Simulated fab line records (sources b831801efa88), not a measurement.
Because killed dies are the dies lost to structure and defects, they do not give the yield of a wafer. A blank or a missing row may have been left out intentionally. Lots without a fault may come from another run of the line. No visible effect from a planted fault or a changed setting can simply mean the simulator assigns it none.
fab line records	flow sky130
record: lots: 12	wafers: 36	lastDay: 50
route steps=708 shown VIA1@472 PAD_OPEN@708
lots untouched by any fault: they come from a run of this same line in which no faults occurred
startH: hours from the record's opening day to when the first of the lot's shown wafers began	waitH: hours since the lot's step before	" repeats the value in the row above	L1.1+2: one row covering several wafers at once	- value missing, or start not given	* or withheld: withheld	< > ~ a bound
route shown NAME@n: names a module that has steps shown in the file, with the first one's number in the route	usual: mean/standard deviation of fault-free wafers	same: alike in all rows	chamber/n: place in a boat	sites: each site's reading	_std_site: the values' standard deviation	_edge_site: the outer-site mean with the inner-site mean subtracted	radiusMm: how far each site lies from the wafer's centre	mask NAME#n: copy n	behind: tool/chamber where the wafer was last shaped	hold: cause of the lot's hold/its duration in hours/its outcome	device: which transistor (n, p or np) failed to switch	end of line: the route-end tests of the same wafers	where a step has no rows: the recipe by itself	killed: not the wafer's yield, but the dies lost to structure and defects at the first sort	map: a wafer's dies, x killed, . not, _ none there
set.NAME: the setting that was run; set.NAME@STEP: the one run at that earlier step	model.NAME: the simulator's own value behind a step, which no gauge read
the route's steps for a sample of lots (tables are steps, rows are wafers)
services: from which hour (startH, from the record's first day; less than 0 if before it) a tool's chamber was out of use, for how many hours, and why
== steps ==
step: SKY_VIA1_ETCH_14
recipe: chemistry: N2/H2	target: BARC	ionEnergyEv: 200	sourceW: 500	biasW: 100	pressureMtorr: 30	n2FlowSccm: 100	h2FlowSccm: 200	stopOn: SiO2	timeS: 45.9	targetDepthA: 600
usual: drypumpMotorCurrentA: 5.7/0.37	n2FlowSccm: 100.0/0.31	oesProductAu: 0.855/0.005	throttleValvePct: 13.225/0.0082
lot.wafer	tool	chamber	startH	waitH	drypumpMotorCurrentA	n2FlowSccm	oesProductAu	rfHoursCounterH	throttleValvePct
L255.2	rieDiel-02	3	830.21	0.0	5.3	100.4	0.855	6	13.224
L255.3	"	0	"	"	5.4	100.1	0.853	2	13.228
L255.4	"	2	"	"	5.2	100.3	0.848	16	13.224
L257.1	rieDiel-01	2	830.91	0.0	5.9	100.5	0.848	10	13.227
L257.3	"	3	"	"	5.8	100.3	0.854	12	13.220
L257.4	"	1	"	"	6.2	100.2	0.853	23	13.217
L256.1	rieDiel-02	3	833.31	0.0	5.2	99.5	0.858	6	13.225
L256.4	"	0	"	"	5.4	99.6	0.856	3	13.216
L256.6	"	3	"	"	5.2	99.5	0.857	-	13.224
L259.1	rieDiel-03	0	841.96	0.0	6.0	100.2	0.843	32	13.235
L259.2	"	2	"	"	5.7	99.6	0.852	6	13.233
L259.6	"	1	"	"	5.5	100.1	0.851	-	13.234
L262.1	rieDiel-02	0	866.93	0.0	5.4	100.1	0.853	3	13.223
L262.2	"	3	"	"	5.2	99.6	0.741	7	13.228
L262.4	"	2	"	"	5.2	99.8	0.743	17	13.203
L263.2	rieDiel-02	3	878.00	0.0	5.2	100.4	0.746	7	13.215
L263.4	"	1	"	"	6.5	99.3	0.734	12	13.210
L263.5	"	2	"	"	5.2	100.1	0.858	-	13.229
L268.2	rieDiel-01	3	909.96	0.0	5.7	99.8	0.842	15	13.221
L268.3	"	1	"	"	6.2	99.6	0.849	1	13.239
L268.6	"	0	"	"	5.4	100.3	0.853	-	13.228
L269.1	rieDiel-03	3	918.75	0.0	5.8	100.4	0.852	10	13.222
L269.2	"	2	"	"	5.7	100.0	0.857	9	13.233
L269.4	"	0	"	"	6.0	99.7	0.851	-	13.236
L271.1	rieDiel-01	0	923.51	0.0	5.4	99.9	0.852	17	13.226
L271.3	"	1	"	"	6.2	99.8	0.854	1	13.213
L271.5	"	0	"	"	5.4	99.9	0.856	-	13.217
L273.1	rieDiel-03	3	938.76	0.0	5.7	100.4	0.859	10	13.202
L273.3	"	2	"	"	5.6	100.0	0.859	10	13.236
L273.6	"	1	"	"	5.5	100.2	0.866	-	13.218
L276.4	rieDiel-03	0	947.67	0.0	6.0	100.4	0.859	-	13.214
L276.5	"	1	"	"	5.6	99.8	0.852	-	13.222
L276.6	"	3	"	"	5.8	99.5	0.849	-	13.230
L277.2	rieDiel-02	1	953.91	0.0	6.5	100.2	0.853	14	13.218
L277.3	"	0	"	"	5.4	100.0	0.852	6	13.230
L277.6	"	0	"	"	5.4	100.1	0.852	-	13.212
step: SKY_VIA1_ETCH_15
recipe: target: SiO2	chemistry: C4F8/O2/Ar	targetDepthNm: 351	stopOn: TiN	maskMaterial: KrF-thick	sourceW: 1500	biasW: 1200	pressureMtorr: 40	c4f8FlowSccm: withheld	O2_flow_sccm: 6	Ar_flow_sccm: 300	timeS: 54
usual: oesProductAu: 0.982/0.006
lot.wafer	tool	chamber	startH	waitH	oesProductAu	rfHoursCounterH
L255.2	rieDiel-02	3	830.25	0.0	0.988	6
L255.3	"	0	"	"	0.982	3
L255.4	"	2	"	"	0.996	16
L257.1	rieDiel-01	2	830.95	0.0	0.980	10
L257.3	"	3	"	"	0.974	12
L257.4	"	1	"	"	0.978	23
L256.1	rieDiel-02	3	833.35	0.0	0.993	6
L256.4	"	0	"	"	0.980	3
L256.6	"	3	"	"	0.979	-
L259.1	rieDiel-03	0	842.00	0.0	0.988	32
L259.2	"	2	"	"	0.989	6
L259.6	"	1	"	"	0.991	-
L262.1	rieDiel-02	0	866.97	0.0	0.987	4
L262.2	"	3	"	"	0.386	7
L262.4	"	2	"	"	0.389	17
L263.2	rieDiel-02	3	878.04	0.0	0.388	7
L263.4	"	1	"	"	0.383	12
L263.5	"	2	"	"	0.974	-
L268.2	rieDiel-01	3	910.00	0.0	0.988	15
L268.3	"	1	"	"	0.971	1
L268.6	"	0	"	"	0.983	-
L269.1	rieDiel-03	3	918.79	0.0	0.982	10
L269.2	"	2	"	"	0.973	9
L269.4	"	0	"	"	0.983	-
L271.1	rieDiel-01	0	923.55	0.0	0.983	17
L271.3	"	1	"	"	0.986	1
L271.5	"	0	"	"	0.990	-
L273.1	rieDiel-03	3	938.81	0.0	0.985	10
L273.3	"	2	"	"	0.979	10
L273.6	"	1	"	"	0.984	-
L276.4	rieDiel-03	0	947.72	0.0	0.980	-
L276.5	"	1	"	"	0.977	-
L276.6	"	3	"	"	0.987	-
L277.2	rieDiel-02	1	953.96	0.0	0.970	14
L277.3	"	0	"	"	0.991	6
L277.6	"	0	"	"	0.978	-
step: SKY_VIA1_STRIP_16
recipe: chemistry: O2/N2	powerW: 1400	pressureMtorr: 1500	platenTempC: withheld	o2FlowSccm: 3000	n2FlowSccm: 300	overashFraction: 0.5
usual: drypumpMotorCurrentA: 5.9/0.51	n2FlowSccm: 300.0/0.82	oesProductAu: 0.416/0.0045	stripTimeToEndpointS: 4.461/0.023
lot.wafer	tool	chamber	startH	waitH	drypumpMotorCurrentA	n2FlowSccm	oesProductAu	rfHoursCounterH	stripTimeToEndpointS
L255.2	plasmaAsher-03	1	830.30	0.0	5.6	300.3	0.414	9	4.463
L255.3	"	1	"	"	5.6	300.2	0.400	-	4.446
L255.4	"	0	"	"	6.2	300.3	0.420	-	4.519
L257.1	plasmaAsher-03	1	831.00	0.0	5.6	299.5	0.416	9	4.462
L257.3	"	0	"	"	6.2	300.3	0.418	-	4.463
L257.4	"	1	"	"	5.6	299.2	0.418	-	4.477
L256.1	plasmaAsher-04	1	833.40	0.0	5.9	300.5	0.418	101	4.456
L256.4	"	1	"	"	5.9	299.3	0.415	-	4.429
L256.6	"	0	"	"	5.0	300.1	0.413	-	4.446
L259.1	plasmaAsher-02	0	842.05	0.0	6.7	299.6	0.415	70	4.421
L259.2	"	1	"	"	5.7	298.5	0.420	70	4.481
L259.6	"	1	"	"	5.7	299.1	0.411	-	4.427
L262.1	plasmaAsher-02	0	867.01	0.0	6.7	299.6	0.419	73	4.460
L262.2	"	1	"	"	5.7	299.8	0.422	73	4.638
L262.4	"	1	"	"	5.7	299.5	0.420	-	4.671
L263.2	plasmaAsher-02	1	878.09	0.0	5.7	300.0	0.419	74	4.612
L263.4	"	1	"	"	5.7	300.1	0.420	-	4.647
L263.5	"	0	"	"	6.7	300.7	0.416	-	4.477
L268.2	plasmaAsher-04	0	910.05	0.0	5.0	300.3	0.408	109	4.456
L268.3	"	1	"	"	5.9	299.4	0.420	-	4.477
L268.6	"	0	"	"	5.0	299.4	0.418	-	4.463
L269.1	plasmaAsher-03	0	918.84	0.0	6.2	300.6	0.419	18	4.452
L269.2	"	1	"	"	5.6	298.5	0.422	18	4.489
L269.4	"	1	"	"	5.6	299.4	0.427	-	4.468
L271.1	plasmaAsher-02	0	923.60	0.0	6.6	299.5	0.417	79	4.446
L271.3	"	1	"	"	5.7	301.6	0.412	-	4.462
L271.5	"	0	"	"	6.7	298.5	0.419	-	4.466
L273.1	plasmaAsher-02	0	938.85	0.0	6.7	299.4	0.416	80	4.479
L273.3	"	1	"	"	5.7	300.0	0.420	-	4.508
L273.6	"	0	"	"	6.7	300.5	0.423	-	4.459
L276.4	plasmaAsher-03	0	947.77	0.0	6.2	299.7	0.417	-	4.476
L276.5	"	1	"	"	5.6	299.0	0.421	-	4.429
L276.6	"	0	"	"	6.2	300.2	0.421	-	4.475
L277.2	plasmaAsher-03	1	954.00	0.0	5.6	300.4	0.411	21	4.477
L277.3	"	1	"	"	5.6	300.7	0.418	-	4.442
L277.6	"	1	"	"	5.6	300.1	0.416	-	4.471
step: SKY_PAD_OPEN_PROBE_99
usual: defectLimitedYield: 82.3/1.9	killed_at_M0_to_M3: 44/6.5	killed_at_M4_up: 3.3/1.9	killedAtContacts: 24/5.3	killedAtFrontEnd: 15/4.5	killedAtOther: 0.3/0.58	killedDies: 87/9.3	killedOnRim: 17/4.2	killedOpen: 48/6.6	killedShort: 39/6.1	sort_bin_3_pad_short: 0.9/0.46	sort_bin_5_function: 10.5/1.6	sort_bin_6_memory: 6.3/1.1	sortNPass: 405/9.3	sortYieldPct: 82.3/1.9
same: grossDies: 492	killedAtBackSide: 0	sort_bin_4_leakage[%]: 0	sort_bin_8_speed[%]: 0
lot.wafer	tool	chamber	startH	waitH	hold	defectLimitedYield[%]	killed_at_M0_to_M3	killed_at_M4_up	killedAtContacts	killedAtFrontEnd	killedAtOther	killedDies	killedOnRim	killedOpen	killedShort	sort_bin_3_pad_short[%]	sort_bin_5_function[%]	sort_bin_6_memory[%]	sortNPass	sortYieldPct[%]
L257.1	prober-02	-	1106.05	0.1	-	81.3	46	6	21	19	0	92	20	46	46	2.0	10.4	6.3	400	81.3
L257.3	prober-02	-	1106.15	0.2	-	87.8	34	1	15	10	0	60	9	31	29	0.4	7.5	4.3	432	87.8
L257.4	prober-02	-	1106.20	0.2	-	82.1	43	4	18	23	0	88	20	42	46	1.2	11.6	5.1	404	82.1
L262.1	prober-02	-	1133.83	0.1	awaitDispo/2.8h/release	82.9	45	3	15	21	0	84	17	45	39	1.4	10.2	5.5	408	82.9
L262.2	prober-02	-	1133.88	0.1	awaitDispo/2.8h/release	1.4	446	0	22	17	0	485	92	42	32	0.8	93.1	4.7	7	1.4
L262.4	prober-02	-	1133.98	0.2	awaitDispo/2.8h/release	0.2	446	3	22	20	0	491	95	53	37	1.2	93.9	4.7	1	0.2
L263.2	prober-01	-	1140.73	0.1	awaitDispo/10.6h/release	0.8	435	3	19	31	0	488	95	44	46	1.4	90.4	7.3	4	0.8
L263.4	prober-01	-	1140.83	0.2	awaitDispo/10.6h/release	0	457	0	23	11	1	492	96	49	37	0.8	94.1	5.1	0	0
L263.5	prober-01	-	1140.88	0.2	awaitDispo/10.6h/release	80.7	48	4	20	23	0	95	21	45	50	2.0	11.4	5.9	397	80.7
L268.2	prober-02	-	1165.94	0.1	-	76.6	59	3	31	22	0	115	33	65	50	0.4	15.4	7.5	377	76.6
L268.3	prober-02	-	1165.99	0.2	-	78.9	60	8	15	20	1	104	18	61	43	0.4	12.4	8.3	388	78.9
L268.6	prober-02	-	1166.14	0.2	-	81.9	52	7	21	8	1	89	18	38	51	1.0	11.0	6.1	403	81.9
L269.1	prober-02	-	1170.65	0.1	-	80.3	44	7	32	14	0	97	25	45	52	1.6	8.7	9.3	395	80.3
L269.2	prober-02	-	1170.70	0.1	-	82.7	41	1	25	18	0	85	14	37	48	0.8	10.6	5.9	407	82.7
L269.4	prober-02	-	1170.80	0.2	-	85.8	37	3	24	5	1	70	10	37	33	0.8	7.1	6.3	422	85.8
L271.1	prober-01	-	1174.88	0.1	-	81.7	42	4	27	17	0	90	17	57	33	1.2	11.2	5.9	402	81.7
L271.3	prober-01	-	1174.98	0.2	-	79.3	55	4	30	13	0	102	20	53	49	1.2	13.2	6.3	390	79.3
L271.5	prober-01	-	1175.08	0.2	-	77.4	56	0	27	28	0	111	30	56	55	1.2	13.6	7.7	381	77.4
L273.1	prober-01	-	1183.97	0.1	-	82.7	39	3	27	16	0	85	12	46	39	0.4	11.8	5.1	407	82.7
L273.3	prober-01	-	1184.07	0.2	-	84.3	39	3	26	9	0	77	13	44	33	1.4	8.9	5.3	415	84.3
L273.6	prober-01	-	1184.22	0.2	-	82.3	40	3	28	16	0	87	19	45	42	0.6	9.8	7.3	405	82.3
L277.2	prober-02	-	1193.95	0.1	-	78.9	50	4	32	18	0	104	21	56	48	0.4	14.4	6.3	388	78.9
L277.3	prober-02	-	1194.00	0.2	-	82.7	41	3	29	11	1	85	12	49	36	1.4	10.2	5.7	407	82.7
L277.6	prober-02	-	1194.15	0.2	-	84.6	44	3	16	13	0	76	13	41	35	0.6	9.3	5.5	416	84.6
killed by level:class
L257.1 VIA3:geometricParticle:open=10 FIELD_ISO:geometricParticle:open=6 LOCAL_INTERCONNECT:geometricParticle:short=6 METAL1:geometricParticle:short=6 CONTACT:geometricParticle:open=6 VIA1:geometricParticle:open=6 VIA2:geometricParticle:open=5 FIELD_ISO:geometricParticle:short=4
L257.3 CONTACT:geometricParticle:open=8 VIA1:geometricParticle:short=7 LI_CONTACT:geometricParticle:open=6 METAL2:geometricParticle:short=6 FIELD_ISO:geometricParticle:short=5 METAL1:geometricParticle:short=4 VIA1:geometricParticle:open=4 VIA2:geometricParticle:open=3
L257.4 VIA1:geometricParticle:open=12 POLY_GATE:geometricParticle:short=8 CONTACT:geometricParticle:open=8 METAL1:geometricParticle:short=8 METAL2:geometricParticle:short=7 VIA3:geometricParticle:open=7 FIELD_ISO:geometricParticle:open=6 LI_CONTACT:geometricParticle:open=5
L262.1 VIA1:geometricParticle:open=12 VIA2:geometricParticle:open=9 FIELD_ISO:geometricParticle:short=8 METAL2:geometricParticle:short=7 CONTACT:geometricParticle:short=6 CONTACT:geometricParticle:open=6 POLY_GATE:geometricParticle:short=4 VIA1:geometricParticle:short=4
L262.2 VIA1:areaEtch=411 POLY_GATE:geometricParticle:open=8 CONTACT:geometricParticle:open=8 VIA2:geometricParticle:open=8 LI_CONTACT:geometricParticle:open=7 METAL1:geometricParticle:short=6 POLY_GATE:geometricParticle:short=5 VIA1:geometricParticle:open=4
L262.4 VIA1:areaEtch=401 VIA1:geometricParticle:open=16 POLY_GATE:geometricParticle:open=6 LI_CONTACT:geometricParticle:open=6 VIA2:geometricParticle:open=6 FIELD_ISO:geometricParticle:short=5 POLY_GATE:geometricParticle:short=5 CONTACT:geometricParticle:open=5
L263.2 VIA1:areaEtch=398 CONTACT:geometricParticle:open=9 FIELD_ISO:geometricParticle:open=8 FIELD_ISO:geometricParticle:short=8 VIA1:geometricParticle:open=8 LOCAL_INTERCONNECT:geometricParticle:short=6 SPACER:geometricParticle:short=5 METAL1:geometricParticle:short=5
L263.4 VIA1:areaEtch=406 CONTACT:geometricParticle:open=11 VIA1:geometricParticle:open=11 METAL2:geometricParticle:short=10 VIA3:geometricParticle:open=8 FIELD_ISO:geometricParticle:open=4 VIA2:geometricParticle:short=4 LI_CONTACT:geometricParticle:open=4
L263.5 VIA2:geometricParticle:open=9 CONTACT:geometricParticle:open=9 METAL1:geometricParticle:short=8 METAL2:geometricParticle:short=8 FIELD_ISO:geometricParticle:short=6 VIA1:geometricParticle:open=6 POLY_GATE:geometricParticle:open=5 VIA1:geometricParticle:short=5
L268.2 VIA1:geometricParticle:open=14 VIA3:geometricParticle:open=11 CONTACT:geometricParticle:open=11 FIELD_ISO:geometricParticle:open=9 LI_CONTACT:geometricParticle:open=9 METAL2:geometricParticle:short=6 VIA1:geometricParticle:short=6 CONTACT:geometricParticle:short=6
L268.3 VIA1:geometricParticle:open=14 VIA3:geometricParticle:open=8 FIELD_ISO:geometricParticle:open=6 LI_CONTACT:geometricParticle:open=6 CONTACT:geometricParticle:open=6 METAL1:geometricParticle:short=6 VIA1:geometricParticle:short=6 METAL2:geometricParticle:short=6
L268.6 METAL1:geometricParticle:short=9 VIA1:geometricParticle:open=8 CONTACT:geometricParticle:open=6 VIA1:geometricParticle:short=6 METAL4:geometricParticle:short=6 METAL3:geometricParticle:short=5 METAL2:geometricParticle:open=5 VIA2:geometricParticle:open=5
L269.1 VIA1:geometricParticle:open=12 CONTACT:geometricParticle:open=11 CONTACT:geometricParticle:short=8 METAL1:geometricParticle:short=7 METAL2:geometricParticle:short=6 VIA1:geometricParticle:short=5 METAL4:geometricParticle:short=5 FIELD_ISO:geometricParticle:short=4
L269.2 VIA1:geometricParticle:open=8 METAL2:geometricParticle:short=8 VIA3:geometricParticle:open=8 LI_CONTACT:geometricParticle:open=6 SPACER:geometricParticle:short=5 LI_CONTACT:geometricParticle:short=5 LOCAL_INTERCONNECT:geometricParticle:short=5 VIA3:geometricParticle:short=5
L269.4 CONTACT:geometricParticle:open=8 VIA1:geometricParticle:open=8 VIA1:geometricParticle:short=6 CONTACT:geometricParticle:short=5 LI_CONTACT:geometricParticle:open=5 VIA3:geometricParticle:open=5 VIA2:geometricParticle:open=4 LI_CONTACT:geometricParticle:short=3
L271.1 VIA1:geometricParticle:open=12 LI_CONTACT:geometricParticle:open=10 CONTACT:geometricParticle:open=8 FIELD_ISO:geometricParticle:open=6 POLY_GATE:geometricParticle:open=6 CONTACT:geometricParticle:short=6 VIA3:geometricParticle:open=6 METAL2:geometricParticle:short=5
L271.3 VIA1:geometricParticle:open=13 CONTACT:geometricParticle:open=9 LI_CONTACT:geometricParticle:open=7 CONTACT:geometricParticle:short=7 METAL2:geometricParticle:short=7 VIA1:geometricParticle:short=6 VIA2:geometricParticle:open=6 VIA3:geometricParticle:open=6
L271.5 VIA1:geometricParticle:open=12 VIA1:geometricParticle:short=9 LI_CONTACT:geometricParticle:open=8 CONTACT:geometricParticle:open=8 VIA3:geometricParticle:open=8 FIELD_ISO:geometricParticle:short=7 VIA3:geometricParticle:short=7 LOCAL_INTERCONNECT:geometricParticle:short=6
L273.1 VIA1:geometricParticle:open=14 CONTACT:geometricParticle:open=8 CONTACT:geometricParticle:short=7 LI_CONTACT:geometricParticle:open=6 LOCAL_INTERCONNECT:geometricParticle:short=6 VIA3:geometricParticle:open=6 FIELD_ISO:geometricParticle:short=5 VIA2:geometricParticle:open=5
L273.3 VIA3:geometricParticle:open=13 LI_CONTACT:geometricParticle:open=8 CONTACT:geometricParticle:open=8 LOCAL_INTERCONNECT:geometricParticle:short=6 METAL1:geometricParticle:short=6 VIA2:geometricParticle:open=6 POLY_GATE:geometricParticle:short=5 VIA1:geometricParticle:open=5
L273.6 CONTACT:geometricParticle:open=10 LI_CONTACT:geometricParticle:open=7 VIA2:geometricParticle:open=6 POLY_GATE:geometricParticle:open=5 CONTACT:geometricParticle:short=5 METAL1:geometricParticle:short=5 METAL3:geometricParticle:short=5 METAL2:geometricParticle:short=5
L277.2 VIA1:geometricParticle:open=13 LI_CONTACT:geometricParticle:open=11 CONTACT:geometricParticle:open=9 POLY_GATE:geometricParticle:short=7 VIA2:geometricParticle:open=7 METAL2:geometricParticle:short=6 VIA3:geometricParticle:open=6 FIELD_ISO:geometricParticle:open=5
L277.3 CONTACT:geometricParticle:open=11 VIA2:geometricParticle:open=9 METAL1:geometricParticle:short=7 CONTACT:geometricParticle:short=6 VIA1:geometricParticle:open=6 VIA3:geometricParticle:open=6 LI_CONTACT:geometricParticle:open=5 POLY_GATE:geometricParticle:open=4
L277.6 VIA1:geometricParticle:open=13 VIA1:geometricParticle:short=11 CONTACT:geometricParticle:open=7 METAL1:geometricParticle:short=6 FIELD_ISO:geometricParticle:open=5 VIA2:geometricParticle:open=5 CONTACT:geometricParticle:short=4 LI_CONTACT:geometricParticle:open=3
== services ==
tool	chamber	startH	hours	kind
plasmaAsher-03	-	808.35	2.8	pm
plasmaAsher-02	-	826.96	14.6	pm
rieDiel-03	0	843.80	3.6	repair
rieDiel-03	0	847.35	-	clean
rieDiel-03	0	847.35	19.0	scheduledDown
rieDiel-03	0	847.35	19.0	ventCycle
plasmaAsher-03	-	860.22	2.6	repair
rieDiel-01	-	861.14	2.8	pm
rieDiel-01	1	870.45	-	clean
rieDiel-01	1	870.45	20.2	scheduledDown
rieDiel-01	1	870.45	20.2	ventCycle
plasmaAsher-04	-	894.24	1.0	repair
rieDiel-03	3	904.02	5.5	repair
rieDiel-02	2	904.48	11.3	repair
rieDiel-03	1	908.16	16.2	repair
rieDiel-03	-	911.16	0.6	repair
rieDiel-02	-	926.95	0.2	repair
plasmaAsher-04	-	935.68	2.0	repair
plasmaAsher-03	-	945.31	1.2	repair
rieDiel-03	2	946.78	6.7	repair
rieDiel-02	2	952.19	10.8	repair
== key ==
firstSign: step: SKY_VIA1_ETCH_14	reading: oesProductAu	direction: down	sigmas: 23	usual: 0.855	struck: 0.741
effect: step: SKY_VIA1_ETCH_15	reading: oesProductAu	direction: down	sigmas: 99+	usual: 0.982	struck: 0.386
effect: step: SKY_VIA1_STRIP_16	reading: stripTimeToEndpointS	direction: up	sigmas: 7.8	usual: *	struck: *
effect: step: SKY_PAD_OPEN_PROBE_99	reading: killed_at_M0_to_M3	direction: up	sigmas: 62	usual: 44	struck: 446
moreKillsBornAt: SKY_VIA1_ETCH_14@rieDiel-02: 1616
metAt SKY_VIA1_ETCH_14
struckLots L262,L263
struckWafers L262.2,L262.4,L263.2,L263.4
laterRowsLeftOut L262.2,L262.4,L263.2,L263.4
onsetBetween 833.31 866.93
fault: kind: processParameterDrift	tool: rieDiel-02	chamber: -	onsetH: 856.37	steps: SKY_VIA1_ETCH_14	channel: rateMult	offset: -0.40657	shape: step	endH: 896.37	scope: struckWafersOnly
laterRowsLeftOut: the simulator's readings of these wafers behind a module that went badly wrong aren't trusted and aren't shown, but for the sort
